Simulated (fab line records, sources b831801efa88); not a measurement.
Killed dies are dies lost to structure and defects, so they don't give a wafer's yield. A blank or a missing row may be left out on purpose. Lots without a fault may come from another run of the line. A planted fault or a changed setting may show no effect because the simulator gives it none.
Which tool did it? | flow sky130 | 11 lots, 33 wafers sampled, at 5 steps of a route of 708

WHAT THE GAUGES READ, wafer by wafer
SKY_VT_ADJUST_LVTN_OVL_MEAS_07. Usual: VT_ADJUST_LVTN_OVL 0.3 nm, standard deviation 1.5.
lot  | measured     | on         | VT_ADJUST_LVTN_OVL (nm) | flag
L296 | day 6 23:50  | overlay-01 | -2.5 1.1 -1.0           |
L297 | day 7 05:14  | overlay-01 | 1.8 -0.5 1.5            |
L298 | day 7 11:08  | overlay-02 | -1.3 -1.4 0.2           |
L299 | day 7 14:59  | overlay-01 | -1.0 0.3 2.1            |
L301 | day 8 01:50  | overlay-02 | 1.5 -1.1 -1.9           |
L300 | day 8 04:27  | overlay-01 | 0.7 -0.6 -0.4           |
L302 | day 8 13:23  | overlay-02 | 0.2 -0.6 -1.0           |
L303 | day 8 19:41  | overlay-02 | 1.0 0.5 -1.2            |
L304 | day 9 03:56  | overlay-02 | 1.9 0.3 -0.1            |
L305 | day 9 10:20  | overlay-02 | 2.1 2.7 1.4             |
L306 | day 10 00:42 | overlay-01 | 1.5 1.9 -1.5            |

SKY_VT_ADJUST_PCH_OVL_MEAS_07. Usual: VT_ADJUST_PCH_OVL 0.2 nm, standard deviation 1.6.
lot  | measured     | on         | VT_ADJUST_PCH_OVL (nm) | flag
L296 | day 10 11:17 | overlay-02 | 0.5 0.1 -1.9           |
L297 | day 10 18:23 | overlay-01 | -1.7 0.2 0.4           |
L298 | day 11 02:26 | overlay-01 | -3.3 -2.1 -2.2         |
L299 | day 11 06:00 | overlay-02 | 0.4 -1.6 -1.1          |
L301 | day 11 17:17 | overlay-01 | 0.4 1.3 -0.6           |
L300 | day 11 21:27 | overlay-01 | 4.6 3.7 3.5            |
L302 | day 12 06:35 | overlay-02 | 1.2 0.6 -0.3           |
L303 | day 12 16:02 | overlay-02 | 0.9 -0.1 0.3           |
L304 | day 13 08:26 | overlay-01 | 3.6 -1.1 0.4           |
L305 | day 13 09:20 | overlay-01 | 0.9 -0.9 -0.9          |
L306 | day 14 00:54 | overlay-02 | 1.0 2.7 2.0            |

SKY_VT_ADJUST_PCH_TW_MEAS_10. Usual: VT_ADJUST_PCH_TW 142.0, standard deviation 1.4.
lot  | measured     | on            | VT_ADJUST_PCH_TW  | flag
L296 | day 10 11:34 | film_metro-03 | 140.8 140.2 141.3 |
L297 | day 10 18:40 | film_metro-04 | 141.9 142.8 142.9 |
L298 | day 11 02:44 | film_metro-02 | 143.2 143.6 143.6 |
L299 | day 11 06:17 | film_metro-02 | 143.3 143.3 143.1 |
L301 | day 11 17:34 | film_metro-03 | 140.5 141.2 140.4 |
L300 | day 11 21:45 | film_metro-03 | 140.6 140.1 140.9 |
L302 | day 12 06:52 | film_metro-04 | 144.5 143.9 143.7 |
L303 | day 12 16:19 | film_metro-04 | 204.0 203.6 203.4 | OFF
L304 | day 13 08:44 | film_metro-02 | 200.8 202.3 201.0 | OFF
L305 | day 13 09:37 | film_metro-02 | 202.8 202.2 202.9 | OFF
L306 | day 14 01:12 | film_metro-03 | 198.6 198.6 200.1 | OFF

SKY_POLY_GATE_THK_MEAS_01. Usual: POLY_GATE_CVD_00_THK 179.4 nm, standard deviation 2.1.
lot  | measured     | on            | POLY_GATE_CVD_00_THK (nm) | flag
L296 | day 14 04:16 | film_metro-03 | 175.9 177.5 177.2         |
L297 | day 14 10:10 | film_metro-02 | 177.5 178.6 178.4         |
L298 | day 14 18:44 | film_metro-04 | 175.0 175.2 174.6         |
L299 | day 14 22:41 | film_metro-02 | 179.2 179.9 178.7         |
L301 | day 15 06:40 | film_metro-04 | 181.1 181.9 180.7         |
L300 | day 15 13:59 | film_metro-03 | 178.8 179.0 178.1         |
L302 | day 16 02:07 | film_metro-02 | 176.8 177.8 177.5         |
L303 | day 16 13:04 | film_metro-04 | 182.7 182.1 181.0         |
L304 | day 17 09:04 | film_metro-04 | 180.3 180.5 179.8         |
L305 | day 17 09:03 | film_metro-02 | 179.3 180.2 179.6         |
L306 | day 17 23:51 | film_metro-02 | 177.9 176.8 177.0         |

WHICH TOOL RAN EACH LOT (tool, then ch and the chambers of the sampled wafers, then the start)
lot  | SKY_VT_ADJUST_PCH_IMPLANT_08
L296 | implanter-01 ch 0, day 10 11:19
L297 | implanter-04 ch 0, day 10 18:25
L298 | implanter-04 ch 0, day 11 02:29
L299 | implanter-03 ch 0, day 11 06:04
L301 | implanter-01 ch 0, day 11 17:19
L300 | implanter-04 ch 0, day 11 21:32
L302 | implanter-01 ch 0, day 12 06:37
L303 | implanter-03 ch 0, day 12 16:04
L304 | implanter-04 ch 0, day 13 08:29
L305 | implanter-04 ch 0, day 13 09:22
L306 | implanter-01 ch 0, day 14 01:00
- SKY_VT_ADJUST_PCH_IMPLANT_08

WHAT THE TOOLS THEMSELVES READ (means of the sampled wafers that have a number; where no wafer has one, the mark that the record gives instead)
SKY_VT_ADJUST_PCH_IMPLANT_08. Usual: beam_energy_keV 10.001, standard deviation 0.0027; beam_on_s 10.00 s, standard deviation 0.23.
lot  | tool         | beam_energy_keV | beam_on_s (s) | flag
L296 | implanter-01 | 10.003          | 9.94          |
L297 | implanter-04 | 9.998           | 9.85          |
L298 | implanter-04 | 10.002          | 9.93          |
L299 | implanter-03 | 10.004          | 10.09         |
L301 | implanter-01 | 9.997           | 9.97          |
L300 | implanter-04 | 10.000          | 10.09         |
L302 | implanter-01 | 10.001          | 9.90          |
L303 | implanter-03 | 10.003          | 10.01         |
L304 | implanter-04 | 10.001          | 10.17         |
L305 | implanter-04 | 9.999           | 10.12         |
L306 | implanter-01 | 10.002          | 10.13         |

THE ANSWER, worked out from the rows above alone
Rule: a lot is off if the mean of its wafers that have a number lies more than 3 standard deviations from the usual mean. A lot without any number at a reading at which 4 lots or more have one is off too. The other lots that the step has rows for count as sound. The gauges are gone through in route order, then the tools' own readings, and for those a lot's mean is taken as printed above. The first step at which some lot is off is used, and at that step the reading that is off furthest; a lot without a number counts as furthest.
Off: L303, L304, L305, L306, at SKY_VT_ADJUST_PCH_TW_MEAS_10 (VT_ADJUST_PCH_TW).
A tool fits if, at a process step before that reading, it ran every lot that is off, and no sound lot after the first of them. The gauges at SKY_VT_ADJUST_PCH_TW_MEAS_10 are tried like those tools. None of those tried fits.

WHAT THE SIMULATOR HAD PUT IN
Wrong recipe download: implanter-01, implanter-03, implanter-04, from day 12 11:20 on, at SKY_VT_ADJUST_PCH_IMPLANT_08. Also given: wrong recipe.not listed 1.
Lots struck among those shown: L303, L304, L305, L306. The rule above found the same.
